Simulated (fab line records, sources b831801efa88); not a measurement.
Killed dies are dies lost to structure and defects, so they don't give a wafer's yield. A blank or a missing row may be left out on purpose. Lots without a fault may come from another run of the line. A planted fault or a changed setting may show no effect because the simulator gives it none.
fab line records | flow sky130 | part 2 of 2: steps 35 to 48 of 48
record lots=5 wafers=15 last_day=50
route steps=708 shown SONOS_TUNNEL@165 SONOS_ONO@168 GATE_OXIDE@187 POLY_GATE@204 RES_PROTECT@206
lots that met no fault: from a run of the same line without faults
start_h: hours from the record's first day to the start of the lot's first wafer shown | wait_h: hours since the lot's step before | " the same as in the row above | L1.1+2: a row that stands for several wafers | - no value, or no start given | * or withheld: withheld | < > ~ a bound
route shown NAME@n: a module of which the file shows steps, and the number in the route of the first | usual: mean/standard deviation of fault-free wafers | same: alike in all rows | chamber/n: place in a boat | sites: the reading at each site | _std_site: their standard deviation | _edge_site: outer sites' mean less inner sites' | radius_mm: how far each site lies from the wafer's centre | mask NAME#n: copy n | behind: the tool/chamber that last shaped the wafer | hold: why the lot was held/for how many hours/how that ended | device: the transistor (n, p or np) that didn't switch | end of line: the same wafers' tests at the end of the route | a step without rows: its recipe alone | killed: dies lost to structure and defects at the first sort, not the wafer's yield | map: a wafer's dies, x killed, . not, _ none there
set.NAME: the setting as run; set.NAME@STEP: as run at that earlier step | model.NAME: the simulator's own value behind a step, which no gauge read
lots at some steps of the route; a table a step, a row a wafer
services: from which hour (start_h, from the record's first day; less than 0 if before it) a tool's chamber was out of use, for how many hours, and why
## steps
# step SKY_GATE_OXIDE_WET_ETCH_12
# recipe chemistry=dHF target_depth_nm=16.8 dry=n2_spin target=SiO2 dilution=100:1 temp_c=25 time_s=336
# columns lot.wafer tool chamber start_h wait_h
L078.1+5+6 wet_bench-04 3 338.38 0.1
L079.1+3+6 wet_bench-04 1 357.56 0.1
L088.1+3+5 wet_bench-04 2 439.88 0.1
L093.1+2+6 wet_bench-03 0 470.83 0.1
L097.3+4+6 wet_bench-04 3 503.86 0.1
# step SKY_GATE_OXIDE_STRIP_13
# recipe chemistry=O2/N2 power_w=1400 pressure_mtorr=1500 platen_temp_c=withheld o2_flow_sccm=3000 n2_flow_sccm=300 overash_fraction=0.5
# usual drypump_motor_current_A=5.96/0.28 oes_product_au=0.715/0.0043 strip_time_to_endpoint_s=14.19/0.043
# columns lot.wafer tool chamber start_h wait_h drypump_motor_current_A oes_product_au rf_hours_counter_h strip_time_to_endpoint_s
L078.1 plasma_asher-01 1 338.49 0.0 6.06 0.706 52 14.14
L078.5 " 0 " " 6.13 0.706 - 14.15
L078.6 " 1 " " 6.10 0.716 - 14.14
L079.1 plasma_asher-01 1 357.66 0.0 6.12 0.712 54 14.19
L079.3 " 0 " " 6.17 0.717 - 14.16
L079.6 " 0 " " 6.15 0.716 - 14.18
L088.1 plasma_asher-01 1 440.09 0.0 6.11 0.723 62 14.18
L088.3 " 1 " " 6.15 0.710 - 14.21
L088.5 " 0 " " 6.15 0.718 - 14.19
L093.1 plasma_asher-03 1 470.93 0.0 5.77 0.716 35 14.15
L093.2 " 0 " " 6.46 0.708 35 14.12
L093.6 " 1 " " 5.79 0.716 - 14.16
L097.3 plasma_asher-03 1 503.99 0.0 5.79 0.713 - 14.18
L097.4 " 0 " " 6.46 0.715 - 14.17
L097.6 " 0 " " 6.46 0.716 - 14.19
# step SKY_GATE_OXIDE_TW_MEAS_14
# usual GATE_OXIDE_TW=225/5
# columns lot.wafer tool chamber start_h wait_h GATE_OXIDE_TW
L078.1 film_metro-03 - 338.59 0.1 224
L078.5 " - " " 223
L078.6 " - " " 224
L079.1 film_metro-02 - 357.76 0.1 230
L079.3 " - " " 229
L079.6 " - " " 229
L088.1 film_metro-03 - 440.19 0.1 223
L088.3 " - " " 224
L088.5 " - " " 224
L093.1 film_metro-03 - 471.03 0.1 223
L093.2 " - " " 222
L093.6 " - " " 224
L097.3 film_metro-02 - 504.08 0.1 229
L097.4 " - " " 231
L097.6 " - " " 231
# step SKY_GATE_OXIDE_CLEAN_15
# recipe chemistry=SC1/SC2 mix=1:4:20 temp_c=70 time_s=150 dry=n2_spin
# columns lot.wafer tool chamber start_h wait_h
L078.1+5+6 wet_bench-02 0 338.65 0.1
L079.1+3+6 wet_bench-04 1 357.82 0.1
L088.1+3+5 wet_bench-03 1 440.25 0.1
L093.1+2+6 wet_bench-03 1 471.09 0.1
L097.3+4+6 wet_bench-02 0 504.12 0.0
# step SKY_GATE_OXIDE_OXIDATION_16
# recipe temp_c=800 ambient=O2 idle_temp_c=700 ramp_up_c_per_min=10 ramp_down_c_per_min=3 stabilise_s=600 purge_s=300 target_thk_a=35.7 ox_time_s=1915
# columns lot.wafer tool chamber start_h wait_h
L078.1+5+6 furnace-01 0 339.27 0.6
L079.1+3+6 furnace-02 0 358.57 0.7
L088.1+3+5 furnace-01 0 440.39 0.1
L093.1+2+6 furnace-01 0 471.60 0.5
L097.3+4+6 furnace-02 0 504.44 0.3
# step SKY_POLY_GATE_CVD_00
# recipe material=poly-Si target_thk_nm=180 temp_c=620 time_s=720 pressure_mtorr=200
# columns lot.wafer tool chamber start_h wait_h
L078.1+5+6 lpcvd-01 0 340.81 0.0
L079.1+3+6 lpcvd-01 0 360.10 0.0
L088.1+3+5 lpcvd-01 0 441.92 0.0
L093.1+2+6 lpcvd-01 0 473.13 0.0
L097.3+4+6 lpcvd-01 0 505.97 0.0
# step SKY_POLY_GATE_THK_MEAS_01
# recipe reads=poly-Si_of_POLY_GATE_CVD_00
# usual POLY_GATE_CVD_00_THK=180.4/1.7
# columns lot.wafer tool chamber start_h wait_h POLY_GATE_CVD_00_THK[nm]
L078.1 film_metro-02 - 342.01 0.0 179.3
L078.5 " - " " 178.1
L078.6 " - " " 178.0
L079.1 film_metro-01 - 361.30 0.0 178.9
L079.3 " - " " 178.4
L079.6 " - " " 179.7
L088.1 film_metro-02 - 443.12 0.0 179.8
L088.3 " - " " 179.8
L088.5 " - " " 179.6
L093.1 film_metro-02 - 474.33 0.0 182.5
L093.2 " - " " 179.7
L093.6 " - " " 180.1
L097.3 film_metro-01 - 507.19 0.0 177.0
L097.4 " - " " 175.9
L097.6 " - " " 174.6
# step SKY_RES_PROTECT_DEHYDRATE_00
# recipe temp_c=200 time_s=60
# columns lot.wafer tool chamber start_h wait_h
L078.1+5+6 litho_track-03 0 355.36 13.3
L079.1+3+6 litho_track-03 0 375.11 13.8
L088.1+3+5 litho_track-02 0 457.97 14.8
L093.1+2+6 litho_track-03 0 488.26 13.9
L097.3+4+6 litho_track-03 0 521.26 14.1
# step SKY_RES_PROTECT_HMDS_01
# recipe prime_time_s=60 prime_temp_c=120
# columns lot.wafer tool chamber start_h wait_h
L078.1+5+6 litho_track-03 0 355.51 0.1
L079.1+3+6 litho_track-03 0 375.26 0.1
L088.1+3+5 litho_track-02 0 458.12 0.1
L093.1+2+6 litho_track-03 0 488.41 0.1
L097.3+4+6 litho_track-03 0 521.41 0.1
# step SKY_RES_PROTECT_COAT_02
# recipe resist=NOVOLAK spin_rpm=3000 resist_thk_nm=1140
# usual dispense_pressure_kPa=52.0/1.5
# columns lot.wafer tool chamber start_h wait_h dispense_pressure_kPa
L078.1 litho_track-03 0 355.66 0.1 52.5
L078.5 " 0 " " 52.4
L078.6 " 0 " " 52.5
L079.1 litho_track-03 0 375.41 0.1 52.5
L079.3 " 0 " " 52.5
L079.6 " 0 " " 52.5
L088.1 litho_track-02 0 458.27 0.1 49.7
L088.3 " 0 " " 49.7
L088.5 " 0 " " 49.7
L093.1 litho_track-03 0 488.56 0.1 52.5
L093.2 " 0 " " 52.4
L093.6 " 0 " " 52.4
L097.3 litho_track-03 0 521.56 0.1 52.5
L097.4 " 0 " " 52.5
L097.6 " 0 " " 52.4
# step SKY_RES_PROTECT_SOFTBAKE_03
# recipe temp_c=90 time_s=60 resist=NOVOLAK
# columns lot.wafer tool chamber start_h wait_h
L078.1+5+6 litho_track-03 0 355.81 0.1
L079.1+3+6 litho_track-03 0 375.56 0.1
L088.1+3+5 litho_track-02 0 458.42 0.1
L093.1+2+6 litho_track-03 0 488.71 0.1
L097.3+4+6 litho_track-03 0 521.71 0.1
# step SKY_RES_PROTECT_EXPOSE_04
# recipe mask_id=RPM na=0.6 source_shape=conventional sigma_outer=0.6 polarization=unpolarized target_cd_nm=1270 dose_mj=131
# columns lot.wafer tool chamber start_h wait_h mask
L078.1+5+6 iline_stepper-01 0 - - RPM#0
L079.1+3+6 iline_stepper-01 0 - - RPM#0
L088.1+3+5 iline_stepper-01 0 - - RPM#0
L093.1+2+6 iline_stepper-01 0 - - RPM#0
L097.3+4+6 iline_stepper-02 0 - - RPM#0
# step SKY_RES_PROTECT_PEB_05
# recipe temp_c=withheld time_s=* resist=NOVOLAK
# columns lot.wafer tool chamber start_h wait_h
L078.1+5+6 litho_track-03 0 - -
L079.1+3+6 litho_track-03 0 - -
L088.1+3+5 litho_track-02 0 - -
L093.1+2+6 litho_track-02 0 - -
L097.3+4+6 litho_track-04 0 - -
# step SKY_RES_PROTECT_DEVELOP_06
# recipe resist=NOVOLAK developer=TMAH develop_time_s=60 dev_temp_c=23
# columns lot.wafer tool chamber start_h wait_h
L078.1+5+6 litho_track-03 0 370.11 0.1
L079.1+3+6 litho_track-03 0 389.86 0.1
L088.1+3+5 litho_track-02 0 473.82 0.1
L093.1+2+6 litho_track-02 0 503.97 0.1
L097.3+4+6 litho_track-04 0 536.90 0.1
## services
# columns tool chamber start_h hours kind
furnace-02 - 255.18 2.9 pm
furnace-01 - 258.93 3.0 pm
lpcvd-03 - 262.10 0.6 repair
iline_stepper-02 - 281.25 2.1 pm
furnace-02 - 282.52 2.1 pm
plasma_asher-01 - 318.18 0.5 repair
iline_stepper-01 - 327.30 1.7 pm
iline_stepper-01 - 335.80 3.2 repair
lpcvd-03 - 336.00 2.8 pm
lpcvd-03 - 339.55 0.9 repair
plasma_asher-03 - 403.86 0.7 repair
plasma_asher-03 - 407.37 3.8 repair
furnace-01 - 417.78 2.9 pm
furnace-02 - 424.15 3.1 pm
furnace-01 - 427.46 4.5 pm
iline_stepper-02 - 434.15 4.4 pm
lpcvd-01 - 454.18 2.8 pm
iline_stepper-02 - 454.48 1.7 pm
lpcvd-02 - 458.37 4.0 repair
iline_stepper-02 - 459.52 9.0 repair
furnace-02 - 466.34 4.4 pm
wet_bench-04 - 469.02 4.5 repair
iline_stepper-01 - 476.30 3.0 repair
plasma_asher-03 - 535.49 34.0 repair
